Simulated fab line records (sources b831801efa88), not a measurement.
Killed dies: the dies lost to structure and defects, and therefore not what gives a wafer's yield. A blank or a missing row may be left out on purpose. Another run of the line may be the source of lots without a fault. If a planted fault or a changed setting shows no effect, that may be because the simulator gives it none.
Which tool did it? / flow gf180mcu / 72 wafers from 24 lots sampled at 6 of the route's 602 steps

== WHAT THE GAUGES READ, wafer by wafer ==
No reading from a measuring or inspecting step in the record can be judged against a usual standard deviation.

== TOOL THAT RAN EACH LOT (tool first, then ch and the chambers of the sampled wafers, then the start) ==
lot=L074; GF_SALICIDE_SPUTTER_02=pvd-sputter-04, day 15 06:08; GF_CONTACT_CMP_04=cmp-02 ch 1,2,3, day 15 07:04; GF_M1_STRIP_17=plasma-asher-03 ch 0,1, day 17 06:10; GF_M2_SPUTTER_04=pvd-sputter-01, day 18 08:53; GF_V2_SPUTTER_21=pvd-sputter-01, day 20 13:02; GF_MIM_METAL_ETCH_19=rie-metal-03 ch 0,1, day 25 14:49
lot=L075; GF_SALICIDE_SPUTTER_02=pvd-sputter-01, day 15 10:27; GF_CONTACT_CMP_04=cmp-02 ch 0,1,3, day 15 11:13; GF_M1_STRIP_17=plasma-asher-02 ch 0,1, day 17 09:38; GF_M2_SPUTTER_04=pvd-sputter-04, day 18 12:02; GF_V2_SPUTTER_21=pvd-sputter-01, day 20 15:41; GF_MIM_METAL_ETCH_19=rie-metal-03 ch 0,1, day 25 17:49
lot=L076; GF_SALICIDE_SPUTTER_02=pvd-sputter-01, day 15 17:59; GF_CONTACT_CMP_04=cmp-02 ch 0,2,3, day 15 18:54; GF_M1_STRIP_17=plasma-asher-01 ch 0,1, day 17 20:02; GF_M2_SPUTTER_04=pvd-sputter-03, day 18 22:48; GF_V2_SPUTTER_21=pvd-sputter-02, day 21 01:46; GF_MIM_METAL_ETCH_19=rie-metal-03 ch 0,1, day 26 02:36
lot=L077; GF_SALICIDE_SPUTTER_02=pvd-sputter-01, day 16 03:29; GF_CONTACT_CMP_04=cmp-01 ch 0,1,2, day 16 04:18; GF_M1_STRIP_17=plasma-asher-03 ch 0,1, day 18 03:59; GF_M2_SPUTTER_04=pvd-sputter-01, day 19 06:47; GF_V2_SPUTTER_21=pvd-sputter-02, day 21 09:40; GF_MIM_METAL_ETCH_19=rie-metal-02 ch 0,1, day 26 07:20
lot=L078; GF_SALICIDE_SPUTTER_02=pvd-sputter-03, day 16 09:51; GF_CONTACT_CMP_04=cmp-02 ch 0,2,3, day 16 10:37; GF_M1_STRIP_17=plasma-asher-02 ch 0,1, day 18 11:47; GF_M2_SPUTTER_04=pvd-sputter-04, day 19 14:53; GF_V2_SPUTTER_21=pvd-sputter-02, day 21 17:22; GF_MIM_METAL_ETCH_19=rie-metal-02 ch 0,1, day 26 18:57
lot=L079; GF_SALICIDE_SPUTTER_02=pvd-sputter-01, day 16 19:54; GF_CONTACT_CMP_04=cmp-01 ch 0,3, day 16 20:43; GF_M1_STRIP_17=plasma-asher-03 ch 0,1, day 18 21:47; GF_M2_SPUTTER_04=pvd-sputter-04, day 20 01:13; GF_V2_SPUTTER_21=pvd-sputter-02, day 22 03:58; GF_MIM_METAL_ETCH_19=rie-metal-03 ch 0,1, day 27 01:42
lot=L080; GF_SALICIDE_SPUTTER_02=pvd-sputter-03, day 17 04:41; GF_CONTACT_CMP_04=cmp-02 ch 0,2,3, day 17 05:27; GF_M1_STRIP_17=plasma-asher-01 ch 0,1, day 19 07:29; GF_M2_SPUTTER_04=pvd-sputter-04, day 20 11:25; GF_V2_SPUTTER_21=pvd-sputter-01, day 22 13:55; GF_MIM_METAL_ETCH_19=rie-metal-02 ch 0,1, day 27 10:17
lot=L081; GF_SALICIDE_SPUTTER_02=pvd-sputter-04, day 17 16:50; GF_CONTACT_CMP_04=cmp-01 ch 0,3, day 17 17:36; GF_M1_STRIP_17=plasma-asher-01 ch 0,1, day 19 20:32; GF_M2_SPUTTER_04=pvd-sputter-04, day 21 00:18; GF_V2_SPUTTER_21=pvd-sputter-01, day 23 02:19; GF_MIM_METAL_ETCH_19=rie-metal-03 ch 0,1, day 27 20:17
lot=L082; GF_SALICIDE_SPUTTER_02=pvd-sputter-01, day 18 01:55; GF_CONTACT_CMP_04=cmp-01 ch 0,3, day 18 02:46; GF_M1_STRIP_17=plasma-asher-03 ch 0,1, day 20 05:44; GF_M2_SPUTTER_04=pvd-sputter-03, day 21 08:19; GF_V2_SPUTTER_21=pvd-sputter-03, day 23 09:43; GF_MIM_METAL_ETCH_19=rie-metal-03 ch 0,1, day 28 01:39
lot=L083; GF_SALICIDE_SPUTTER_02=pvd-sputter-04, day 18 10:29; GF_CONTACT_CMP_04=cmp-02 ch 0,1,3, day 18 11:15; GF_M1_STRIP_17=plasma-asher-01 ch 0,1, day 20 14:05; GF_M2_SPUTTER_04=pvd-sputter-04, day 21 17:34; GF_V2_SPUTTER_21=pvd-sputter-01, day 23 19:07; GF_MIM_METAL_ETCH_19=rie-metal-02 ch 0,1, day 28 09:38
lot=L084; GF_SALICIDE_SPUTTER_02=pvd-sputter-01, day 18 21:15; GF_CONTACT_CMP_04=cmp-01 ch 0,2,3, day 18 22:01; GF_M1_STRIP_17=plasma-asher-02 ch 0,1, day 21 00:53; GF_M2_SPUTTER_04=pvd-sputter-03, day 22 03:12; GF_V2_SPUTTER_21=pvd-sputter-02, day 24 04:01; GF_MIM_METAL_ETCH_19=rie-metal-02 ch 1, day 28 18:20
lot=L085; GF_SALICIDE_SPUTTER_02=pvd-sputter-01, day 19 00:40; GF_CONTACT_CMP_04=cmp-02 ch 0,1, day 19 01:25; GF_M1_STRIP_17=plasma-asher-01 ch 0,1, day 21 05:01; GF_M2_SPUTTER_04=pvd-sputter-03, day 22 07:20; GF_V2_SPUTTER_21=pvd-sputter-02, day 24 07:49; GF_MIM_METAL_ETCH_19=rie-metal-04 ch 1, day 28 21:35
lot=L086; GF_SALICIDE_SPUTTER_02=pvd-sputter-01, day 19 15:39; GF_CONTACT_CMP_04=cmp-01 ch 0,2, day 19 16:25; GF_M1_STRIP_17=plasma-asher-02 ch 0,1, day 21 18:23; GF_M2_SPUTTER_04=pvd-sputter-01, day 22 21:05; GF_V2_SPUTTER_21=pvd-sputter-02, day 24 21:33; GF_MIM_METAL_ETCH_19=rie-metal-02 ch 0,1, day 29 12:14
lot=L087; GF_SALICIDE_SPUTTER_02=pvd-sputter-03, day 19 16:33; GF_CONTACT_CMP_04=cmp-01 ch 1,2, day 19 17:19; GF_M1_STRIP_17=plasma-asher-03 ch 0,1, day 21 20:01; GF_M2_SPUTTER_04=pvd-sputter-04, day 22 22:57; GF_V2_SPUTTER_21=pvd-sputter-03, day 24 22:46; GF_MIM_METAL_ETCH_19=rie-metal-03 ch 0,1, day 29 12:34
lot=L088; GF_SALICIDE_SPUTTER_02=pvd-sputter-03, day 20 22:09; GF_CONTACT_CMP_04=cmp-01 ch 0,1,3, day 20 22:55; GF_M1_STRIP_17=plasma-asher-01 ch 0,1, day 23 00:08; GF_M2_SPUTTER_04=pvd-sputter-03, day 24 01:59; GF_V2_SPUTTER_21=pvd-sputter-02, day 26 00:07; GF_MIM_METAL_ETCH_19=rie-metal-03 ch 0, day 30 10:35
lot=L090; GF_SALICIDE_SPUTTER_02=pvd-sputter-01, day 21 08:39; GF_CONTACT_CMP_04=cmp-01 ch 0,1, day 21 09:25; GF_M1_STRIP_17=plasma-asher-02 ch 0,1, day 23 10:32; GF_M2_SPUTTER_04=pvd-sputter-01, day 24 12:30; GF_V2_SPUTTER_21=pvd-sputter-02, day 26 08:40; GF_MIM_METAL_ETCH_19=rie-metal-04 ch 0,1, day 30 16:03
lot=L089; GF_SALICIDE_SPUTTER_02=pvd-sputter-03, day 21 10:24; GF_CONTACT_CMP_04=cmp-01 ch 0,2,3, day 21 11:11; GF_M1_STRIP_17=plasma-asher-02 ch 0,1, day 23 11:47; GF_M2_SPUTTER_04=pvd-sputter-04, day 24 13:14; GF_V2_SPUTTER_21=pvd-sputter-01, day 26 09:37; GF_MIM_METAL_ETCH_19=rie-metal-02 ch 0,1, day 30 18:13
lot=L091; GF_SALICIDE_SPUTTER_02=pvd-sputter-01, day 21 11:18; GF_CONTACT_CMP_04=cmp-02 ch 0,1,2, day 21 12:13; GF_M1_STRIP_17=plasma-asher-03 ch 0,1, day 23 13:37; GF_M2_SPUTTER_04=pvd-sputter-03, day 24 15:00; GF_V2_SPUTTER_21=pvd-sputter-02, day 26 11:55; GF_MIM_METAL_ETCH_19=rie-metal-03 ch 0, day 30 19:44
lot=L092; GF_SALICIDE_SPUTTER_02=pvd-sputter-04, day 21 13:59; GF_CONTACT_CMP_04=cmp-01 ch 0,2,3, day 21 14:53; GF_M1_STRIP_17=plasma-asher-01 ch 0,1, day 23 15:58; GF_M2_SPUTTER_04=pvd-sputter-01, day 24 17:54; GF_V2_SPUTTER_21=pvd-sputter-01, day 26 14:31; GF_MIM_METAL_ETCH_19=rie-metal-02 ch 0,1, day 30 21:36
lot=L093; GF_SALICIDE_SPUTTER_02=pvd-sputter-03, day 21 17:40; GF_CONTACT_CMP_04=cmp-01 ch 2,3, day 21 18:29; GF_M1_STRIP_17=plasma-asher-03 ch 0,1, day 23 19:57; GF_M2_SPUTTER_04=pvd-sputter-01, day 25 00:23; GF_V2_SPUTTER_21=pvd-sputter-02, day 26 20:43; GF_MIM_METAL_ETCH_19=rie-metal-03 ch 0,1, day 31 02:18
lot=L094; GF_SALICIDE_SPUTTER_02=pvd-sputter-03, day 22 17:00; GF_CONTACT_CMP_04=cmp-01 ch 2,3, day 22 17:47; GF_M1_STRIP_17=plasma-asher-02 ch 0,1, day 24 18:08; GF_M2_SPUTTER_04=pvd-sputter-01, day 25 17:47; GF_V2_SPUTTER_21=pvd-sputter-02, day 27 13:16; GF_MIM_METAL_ETCH_19=rie-metal-02 ch 0,1, day 31 17:14
lot=L095; GF_SALICIDE_SPUTTER_02=pvd-sputter-03, day 22 22:27; GF_CONTACT_CMP_04=cmp-01 ch 1,2,3, day 22 23:13; GF_M1_STRIP_17=plasma-asher-01 ch 0,1, day 24 22:08; GF_M2_SPUTTER_04=pvd-sputter-03, day 25 23:58; GF_V2_SPUTTER_21=pvd-sputter-03, day 27 19:28; GF_MIM_METAL_ETCH_19=rie-metal-02 ch 0,1, day 31 23:08
lot=L096; GF_SALICIDE_SPUTTER_02=pvd-sputter-01, day 23 10:12; GF_CONTACT_CMP_04=cmp-01 ch 0,2,3, day 23 10:58; GF_M1_STRIP_17=plasma-asher-03 ch 0,1, day 25 08:32; GF_M2_SPUTTER_04=pvd-sputter-03, day 26 08:44; GF_V2_SPUTTER_21=pvd-sputter-02, day 28 03:04; GF_MIM_METAL_ETCH_19=rie-metal-04 ch 0, day 32 05:12
lot=L097; GF_SALICIDE_SPUTTER_02=pvd-sputter-04, day 23 18:30; GF_CONTACT_CMP_04=cmp-02 ch 2,3, day 23 19:16; GF_M1_STRIP_17=plasma-asher-03 ch 0,1, day 25 17:20; GF_M2_SPUTTER_04=pvd-sputter-03, day 26 17:02; GF_V2_SPUTTER_21=pvd-sputter-01, day 28 11:36; GF_MIM_METAL_ETCH_19=rie-metal-02 ch 0, day 32 12:45
- GF_SALICIDE_SPUTTER_02: material Co, target thk 10 nm, time 20 s.
- GF_CONTACT_CMP_04: polishes SiO2.
- GF_M1_STRIP_17: strips in O2/N2.
- GF_M2_SPUTTER_04: material TiN, target thk 50 nm, time 41.7 s.
- GF_V2_SPUTTER_21: material Ti, target thk 15 nm, time 80.02 s.
- GF_MIM_METAL_ETCH_19: etches the open film in Cl2/BCl3, stops on Si3N4, target depth 324.5 nm, time 54.1 s.

== WHAT THE TOOLS THEMSELVES READ (means of the sampled wafers that have a number; where no wafer has one, the mark that the record gives instead) ==
GF_SALICIDE_SPUTTER_02. Usual: throttle-valve-pct 30.7 %, standard deviation 0.97.
lot=L074; tool=pvd-sputter-04; throttle-valve-pct (%)=30.7; flag=
lot=L075; tool=pvd-sputter-01; throttle-valve-pct (%)=30.6; flag=
lot=L076; tool=pvd-sputter-01; throttle-valve-pct (%)=31.5; flag=
lot=L077; tool=pvd-sputter-01; throttle-valve-pct (%)=31.5; flag=
lot=L078; tool=pvd-sputter-03; throttle-valve-pct (%)=30.3; flag=
lot=L079; tool=pvd-sputter-01; throttle-valve-pct (%)=31.3; flag=
lot=L080; tool=pvd-sputter-03; throttle-valve-pct (%)=29.8; flag=
lot=L081; tool=pvd-sputter-04; throttle-valve-pct (%)=30.7; flag=
lot=L082; tool=pvd-sputter-01; throttle-valve-pct (%)=31.8; flag=
lot=L083; tool=pvd-sputter-04; throttle-valve-pct (%)=30.7; flag=
lot=L084; tool=pvd-sputter-01; throttle-valve-pct (%)=31.3; flag=
lot=L085; tool=pvd-sputter-01; throttle-valve-pct (%)=31.1; flag=
lot=L086; tool=pvd-sputter-01; throttle-valve-pct (%)=31.1; flag=
lot=L087; tool=pvd-sputter-03; throttle-valve-pct (%)=29.9; flag=
lot=L088; tool=pvd-sputter-03; throttle-valve-pct (%)=29.8; flag=
lot=L090; tool=pvd-sputter-01; throttle-valve-pct (%)=30.8; flag=
lot=L089; tool=pvd-sputter-03; throttle-valve-pct (%)=30.0; flag=
lot=L091; tool=pvd-sputter-01; throttle-valve-pct (%)=30.4; flag=
lot=L092; tool=pvd-sputter-04; throttle-valve-pct (%)=30.6; flag=
lot=L093; tool=pvd-sputter-03; throttle-valve-pct (%)=29.9; flag=
lot=L094; tool=pvd-sputter-03; throttle-valve-pct (%)=30.1; flag=
lot=L095; tool=pvd-sputter-03; throttle-valve-pct (%)=30.0; flag=
lot=L096; tool=pvd-sputter-01; throttle-valve-pct (%)=31.3; flag=
lot=L097; tool=pvd-sputter-04; throttle-valve-pct (%)=30.7; flag=

GF_CONTACT_CMP_04. Usual: motor-current-A 12.1 A, standard deviation 1.2; time-to-endpoint-s 113 s, standard deviation 5.4.
lot=L074; tool=cmp-02; motor-current-A (A)=11.9; time-to-endpoint-s (s)=109; flag=
lot=L075; tool=cmp-02; motor-current-A (A)=12.2; time-to-endpoint-s (s)=112; flag=
lot=L076; tool=cmp-02; motor-current-A (A)=12.1; time-to-endpoint-s (s)=115; flag=
lot=L077; tool=cmp-01; motor-current-A (A)=12.0; time-to-endpoint-s (s)=106; flag=
lot=L078; tool=cmp-02; motor-current-A (A)=11.9; time-to-endpoint-s (s)=115; flag=
lot=L079; tool=cmp-01; motor-current-A (A)=13.5; time-to-endpoint-s (s)=109; flag=
lot=L080; tool=cmp-02; motor-current-A (A)=11.9; time-to-endpoint-s (s)=114; flag=
lot=L081; tool=cmp-01; motor-current-A (A)=13.6; time-to-endpoint-s (s)=115; flag=
lot=L082; tool=cmp-01; motor-current-A (A)=13.7; time-to-endpoint-s (s)=113; flag=
lot=L083; tool=cmp-02; motor-current-A (A)=12.5; time-to-endpoint-s (s)=103; flag=
lot=L084; tool=cmp-01; motor-current-A (A)=13.0; time-to-endpoint-s (s)=115; flag=
lot=L085; tool=cmp-02; motor-current-A (A)=12.4; time-to-endpoint-s (s)=106; flag=
lot=L086; tool=cmp-01; motor-current-A (A)=12.5; time-to-endpoint-s (s)=113; flag=
lot=L087; tool=cmp-01; motor-current-A (A)=10.6; time-to-endpoint-s (s)=107; flag=
lot=L088; tool=cmp-01; motor-current-A (A)=12.2; time-to-endpoint-s (s)=118; flag=
lot=L090; tool=cmp-01; motor-current-A (A)=11.7; time-to-endpoint-s (s)=117; flag=
lot=L089; tool=cmp-01; motor-current-A (A)=12.4; time-to-endpoint-s (s)=113; flag=
lot=L091; tool=cmp-02; motor-current-A (A)=12.0; time-to-endpoint-s (s)=112; flag=
lot=L092; tool=cmp-01; motor-current-A (A)=12.8; time-to-endpoint-s (s)=111; flag=
lot=L093; tool=cmp-01; motor-current-A (A)=12.1; time-to-endpoint-s (s)=118; flag=
lot=L094; tool=cmp-01; motor-current-A (A)=12.4; time-to-endpoint-s (s)=108; flag=
lot=L095; tool=cmp-01; motor-current-A (A)=11.4; time-to-endpoint-s (s)=116; flag=
lot=L096; tool=cmp-01; motor-current-A (A)=12.5; time-to-endpoint-s (s)=111; flag=
lot=L097; tool=cmp-02; motor-current-A (A)=11.6; time-to-endpoint-s (s)=113; flag=

GF_M1_STRIP_17. Usual: drypump-motor-current-A 5.43 A, standard deviation 0.29; heater-power-w 330 W, standard deviation 33; oes-product-au 0.538 a.u., standard deviation 0.0049; platen-temp-c 249.96 C, standard deviation 0.17; strip-time-to-endpoint-s 7.39 s, standard deviation 0.042.
lot=L074; tool=plasma-asher-03; drypump-motor-current-A (A)=5.62; heater-power-w (W)=316; oes-product-au (a.u.)=0.539; platen-temp-c (C)=249.98; strip-time-to-endpoint-s (s)=7.38; flag=
lot=L075; tool=plasma-asher-02; drypump-motor-current-A (A)=5.63; heater-power-w (W)=297; oes-product-au (a.u.)=0.541; platen-temp-c (C)=250.09; strip-time-to-endpoint-s (s)=7.43; flag=
lot=L076; tool=plasma-asher-01; drypump-motor-current-A (A)=5.03; heater-power-w (W)=369; oes-product-au (a.u.)=0.538; platen-temp-c (C)=249.84; strip-time-to-endpoint-s (s)=7.42; flag=
lot=L077; tool=plasma-asher-03; drypump-motor-current-A (A)=5.59; heater-power-w (W)=314; oes-product-au (a.u.)=0.535; platen-temp-c (C)=250.08; strip-time-to-endpoint-s (s)=7.42; flag=
lot=L078; tool=plasma-asher-02; drypump-motor-current-A (A)=5.63; heater-power-w (W)=295; oes-product-au (a.u.)=0.542; platen-temp-c (C)=249.92; strip-time-to-endpoint-s (s)=7.40; flag=
lot=L079; tool=plasma-asher-03; drypump-motor-current-A (A)=5.57; heater-power-w (W)=312; oes-product-au (a.u.)=0.536; platen-temp-c (C)=249.83; strip-time-to-endpoint-s (s)=7.42; flag=
lot=L080; tool=plasma-asher-01; drypump-motor-current-A (A)=5.08; heater-power-w (W)=362; oes-product-au (a.u.)=0.541; platen-temp-c (C)=249.92; strip-time-to-endpoint-s (s)=7.41; flag=
lot=L081; tool=plasma-asher-01; drypump-motor-current-A (A)=5.08; heater-power-w (W)=367; oes-product-au (a.u.)=0.537; platen-temp-c (C)=249.94; strip-time-to-endpoint-s (s)=7.39; flag=
lot=L082; tool=plasma-asher-03; drypump-motor-current-A (A)=5.56; heater-power-w (W)=307; oes-product-au (a.u.)=0.536; platen-temp-c (C)=249.98; strip-time-to-endpoint-s (s)=7.40; flag=
lot=L083; tool=plasma-asher-01; drypump-motor-current-A (A)=5.07; heater-power-w (W)=360; oes-product-au (a.u.)=0.543; platen-temp-c (C)=249.72; strip-time-to-endpoint-s (s)=7.42; flag=
lot=L084; tool=plasma-asher-02; drypump-motor-current-A (A)=5.68; heater-power-w (W)=316; oes-product-au (a.u.)=0.541; platen-temp-c (C)=249.90; strip-time-to-endpoint-s (s)=7.41; flag=
lot=L085; tool=plasma-asher-01; drypump-motor-current-A (A)=5.08; heater-power-w (W)=362; oes-product-au (a.u.)=0.538; platen-temp-c (C)=249.92; strip-time-to-endpoint-s (s)=7.42; flag=
lot=L086; tool=plasma-asher-02; drypump-motor-current-A (A)=5.60; heater-power-w (W)=298; oes-product-au (a.u.)=0.538; platen-temp-c (C)=250.05; strip-time-to-endpoint-s (s)=7.41; flag=
lot=L087; tool=plasma-asher-03; drypump-motor-current-A (A)=5.64; heater-power-w (W)=314; oes-product-au (a.u.)=0.542; platen-temp-c (C)=250.03; strip-time-to-endpoint-s (s)=7.44; flag=
lot=L088; tool=plasma-asher-01; drypump-motor-current-A (A)=5.03; heater-power-w (W)=368; oes-product-au (a.u.)=0.541; platen-temp-c (C)=249.91; strip-time-to-endpoint-s (s)=7.40; flag=
lot=L090; tool=plasma-asher-02; drypump-motor-current-A (A)=5.63; heater-power-w (W)=295; oes-product-au (a.u.)=0.538; platen-temp-c (C)=249.89; strip-time-to-endpoint-s (s)=7.41; flag=
lot=L089; tool=plasma-asher-02; drypump-motor-current-A (A)=5.70; heater-power-w (W)=317; oes-product-au (a.u.)=0.533; platen-temp-c (C)=250.25; strip-time-to-endpoint-s (s)=7.35; flag=
lot=L091; tool=plasma-asher-03; drypump-motor-current-A (A)=5.57; heater-power-w (W)=317; oes-product-au (a.u.)=0.539; platen-temp-c (C)=249.90; strip-time-to-endpoint-s (s)=7.37; flag=
lot=L092; tool=plasma-asher-01; drypump-motor-current-A (A)=5.07; heater-power-w (W)=361; oes-product-au (a.u.)=0.528; platen-temp-c (C)=249.80; strip-time-to-endpoint-s (s)=7.31; flag=
lot=L093; tool=plasma-asher-03; drypump-motor-current-A (A)=5.64; heater-power-w (W)=314; oes-product-au (a.u.)=0.540; platen-temp-c (C)=249.89; strip-time-to-endpoint-s (s)=7.37; flag=
lot=L094; tool=plasma-asher-02; drypump-motor-current-A (A)=5.68; heater-power-w (W)=319; oes-product-au (a.u.)=0.532; platen-temp-c (C)=249.78; strip-time-to-endpoint-s (s)=7.36; flag=
lot=L095; tool=plasma-asher-01; drypump-motor-current-A (A)=5.08; heater-power-w (W)=362; oes-product-au (a.u.)=0.539; platen-temp-c (C)=249.91; strip-time-to-endpoint-s (s)=7.43; flag=
lot=L096; tool=plasma-asher-03; drypump-motor-current-A (A)=5.59; heater-power-w (W)=311; oes-product-au (a.u.)=0.539; platen-temp-c (C)=250.14; strip-time-to-endpoint-s (s)=7.42; flag=
lot=L097; tool=plasma-asher-03; drypump-motor-current-A (A)=5.63; heater-power-w (W)=311; oes-product-au (a.u.)=0.539; platen-temp-c (C)=250.04; strip-time-to-endpoint-s (s)=7.32; flag=

GF_M2_SPUTTER_04. Usual: throttle-valve-pct 30.6 %, standard deviation 0.9.
lot=L074; tool=pvd-sputter-01; throttle-valve-pct (%)=30.9; flag=
lot=L075; tool=pvd-sputter-04; throttle-valve-pct (%)=30.6; flag=
lot=L076; tool=pvd-sputter-03; throttle-valve-pct (%)=30.0; flag=
lot=L077; tool=pvd-sputter-01; throttle-valve-pct (%)=31.3; flag=
lot=L078; tool=pvd-sputter-04; throttle-valve-pct (%)=30.4; flag=
lot=L079; tool=pvd-sputter-04; throttle-valve-pct (%)=31.0; flag=
lot=L080; tool=pvd-sputter-04; throttle-valve-pct (%)=31.0; flag=
lot=L081; tool=pvd-sputter-04; throttle-valve-pct (%)=31.3; flag=
lot=L082; tool=pvd-sputter-03; throttle-valve-pct (%)=29.8; flag=
lot=L083; tool=pvd-sputter-04; throttle-valve-pct (%)=31.1; flag=
lot=L084; tool=pvd-sputter-03; throttle-valve-pct (%)=29.7; flag=
lot=L085; tool=pvd-sputter-03; throttle-valve-pct (%)=30.1; flag=
lot=L086; tool=pvd-sputter-01; throttle-valve-pct (%)=31.9; flag=
lot=L087; tool=pvd-sputter-04; throttle-valve-pct (%)=30.4; flag=
lot=L088; tool=pvd-sputter-03; throttle-valve-pct (%)=30.0; flag=
lot=L090; tool=pvd-sputter-01; throttle-valve-pct (%)=32.4; flag=
lot=L089; tool=pvd-sputter-04; throttle-valve-pct (%)=30.4; flag=
lot=L091; tool=pvd-sputter-03; throttle-valve-pct (%)=30.0; flag=
lot=L092; tool=pvd-sputter-01; throttle-valve-pct (%)=30.4; flag=
lot=L093; tool=pvd-sputter-01; throttle-valve-pct (%)=30.7; flag=
lot=L094; tool=pvd-sputter-01; throttle-valve-pct (%)=32.2; flag=
lot=L095; tool=pvd-sputter-03; throttle-valve-pct (%)=29.9; flag=
lot=L096; tool=pvd-sputter-03; throttle-valve-pct (%)=29.8; flag=
lot=L097; tool=pvd-sputter-03; throttle-valve-pct (%)=30.3; flag=

GF_V2_SPUTTER_21. Usual: throttle-valve-pct 30.7 %, standard deviation 0.93.
lot=L074; tool=pvd-sputter-01; throttle-valve-pct (%)=31.3; flag=
lot=L075; tool=pvd-sputter-01; throttle-valve-pct (%)=31.5; flag=
lot=L076; tool=pvd-sputter-02; throttle-valve-pct (%)=30.3; flag=
lot=L077; tool=pvd-sputter-02; throttle-valve-pct (%)=30.6; flag=
lot=L078; tool=pvd-sputter-02; throttle-valve-pct (%)=30.9; flag=
lot=L079; tool=pvd-sputter-02; throttle-valve-pct (%)=30.5; flag=
lot=L080; tool=pvd-sputter-01; throttle-valve-pct (%)=30.7; flag=
lot=L081; tool=pvd-sputter-01; throttle-valve-pct (%)=32.6; flag=
lot=L082; tool=pvd-sputter-03; throttle-valve-pct (%)=29.9; flag=
lot=L083; tool=pvd-sputter-01; throttle-valve-pct (%)=31.6; flag=
lot=L084; tool=pvd-sputter-02; throttle-valve-pct (%)=30.0; flag=
lot=L085; tool=pvd-sputter-02; throttle-valve-pct (%)=30.5; flag=
lot=L086; tool=pvd-sputter-02; throttle-valve-pct (%)=30.9; flag=
lot=L087; tool=pvd-sputter-03; throttle-valve-pct (%)=30.2; flag=
lot=L088; tool=pvd-sputter-02; throttle-valve-pct (%)=30.5; flag=
lot=L090; tool=pvd-sputter-02; throttle-valve-pct (%)=30.7; flag=
lot=L089; tool=pvd-sputter-01; throttle-valve-pct (%)=31.1; flag=
lot=L091; tool=pvd-sputter-02; throttle-valve-pct (%)=30.1; flag=
lot=L092; tool=pvd-sputter-01; throttle-valve-pct (%)=31.2; flag=
lot=L093; tool=pvd-sputter-02; throttle-valve-pct (%)=30.8; flag=
lot=L094; tool=pvd-sputter-02; throttle-valve-pct (%)=30.2; flag=
lot=L095; tool=pvd-sputter-03; throttle-valve-pct (%)=29.8; flag=
lot=L096; tool=pvd-sputter-02; throttle-valve-pct (%)=30.8; flag=
lot=L097; tool=pvd-sputter-01; throttle-valve-pct (%)=32.1; flag=

GF_MIM_METAL_ETCH_19. Usual: drypump-motor-current-A 6.0 A, standard deviation 0.3; oes-product-au 0.943 a.u., standard deviation 0.0056; throttle-valve-pct 28.282 %, standard deviation 0.0092.
lot=L074; tool=rie-metal-03; drypump-motor-current-A (A)=6.0; oes-product-au (a.u.)=0.945; throttle-valve-pct (%)=28.283; flag=
lot=L075; tool=rie-metal-03; drypump-motor-current-A (A)=5.9; oes-product-au (a.u.)=0.941; throttle-valve-pct (%)=28.281; flag=
lot=L076; tool=rie-metal-03; drypump-motor-current-A (A)=6.0; oes-product-au (a.u.)=0.942; throttle-valve-pct (%)=28.282; flag=
lot=L077; tool=rie-metal-02; drypump-motor-current-A (A)=6.1; oes-product-au (a.u.)=0.943; throttle-valve-pct (%)=28.275; flag=
lot=L078; tool=rie-metal-02; drypump-motor-current-A (A)=6.1; oes-product-au (a.u.)=0.935; throttle-valve-pct (%)=28.282; flag=
lot=L079; tool=rie-metal-03; drypump-motor-current-A (A)=5.9; oes-product-au (a.u.)=0.948; throttle-valve-pct (%)=28.279; flag=
lot=L080; tool=rie-metal-02; drypump-motor-current-A (A)=5.9; oes-product-au (a.u.)=0.950; throttle-valve-pct (%)=28.287; flag=
lot=L081; tool=rie-metal-03; drypump-motor-current-A (A)=5.9; oes-product-au (a.u.)=0.933; throttle-valve-pct (%)=28.292; flag=
lot=L082; tool=rie-metal-03; drypump-motor-current-A (A)=5.8; oes-product-au (a.u.)=0.942; throttle-valve-pct (%)=28.282; flag=
lot=L083; tool=rie-metal-02; drypump-motor-current-A (A)=5.9; oes-product-au (a.u.)=0.941; throttle-valve-pct (%)=28.285; flag=
lot=L084; tool=rie-metal-02; drypump-motor-current-A (A)=6.3; oes-product-au (a.u.)=0.949; throttle-valve-pct (%)=28.289; flag=
lot=L085; tool=rie-metal-04; drypump-motor-current-A (A)=6.5; oes-product-au (a.u.)=0.946; throttle-valve-pct (%)=28.277; flag=
lot=L086; tool=rie-metal-02; drypump-motor-current-A (A)=6.1; oes-product-au (a.u.)=0.941; throttle-valve-pct (%)=28.283; flag=
lot=L087; tool=rie-metal-03; drypump-motor-current-A (A)=5.9; oes-product-au (a.u.)=0.941; throttle-valve-pct (%)=28.291; flag=
lot=L088; tool=rie-metal-03; drypump-motor-current-A (A)=6.1; oes-product-au (a.u.)=0.942; throttle-valve-pct (%)=28.268; flag=
lot=L090; tool=rie-metal-04; drypump-motor-current-A (A)=6.2; oes-product-au (a.u.)=0.944; throttle-valve-pct (%)=28.270; flag=
lot=L089; tool=rie-metal-02; drypump-motor-current-A (A)=5.9; oes-product-au (a.u.)=0.942; throttle-valve-pct (%)=28.275; flag=
lot=L091; tool=rie-metal-03; drypump-motor-current-A (A)=6.2; oes-product-au (a.u.)=0.945; throttle-valve-pct (%)=28.278; flag=
lot=L092; tool=rie-metal-02; drypump-motor-current-A (A)=6.1; oes-product-au (a.u.)=0.947; throttle-valve-pct (%)=28.282; flag=
lot=L093; tool=rie-metal-03; drypump-motor-current-A (A)=5.9; oes-product-au (a.u.)=0.946; throttle-valve-pct (%)=28.285; flag=
lot=L094; tool=rie-metal-02; drypump-motor-current-A (A)=6.2; oes-product-au (a.u.)=0.944; throttle-valve-pct (%)=28.286; flag=
lot=L095; tool=rie-metal-02; drypump-motor-current-A (A)=6.1; oes-product-au (a.u.)=0.941; throttle-valve-pct (%)=28.292; flag=
lot=L096; tool=rie-metal-04; drypump-motor-current-A (A)=5.7; oes-product-au (a.u.)=0.940; throttle-valve-pct (%)=28.288; flag=
lot=L097; tool=rie-metal-02; drypump-motor-current-A (A)=5.7; oes-product-au (a.u.)=0.945; throttle-valve-pct (%)=28.277; flag=

== THE ANSWER, worked out from the rows above alone ==
Rule: take the mean of a lot's wafers that have a number; if it is more than 3 standard deviations from the usual mean, the lot is off. Also off: a lot with no number at a reading for which 4 or more lots have one. Where the step has rows for the other lots, those lots are counted as sound. Order of review: gauges by route order, followed by the tools' own readings, for which a lot's mean as printed above is used. At the first step where some lot is off, the reading lying furthest off is the one used; lots without a number count as furthest.
None of the lots is off at any reading shown; this tells nothing.

== WHAT WAS PUT IN BY THE SIMULATOR ==
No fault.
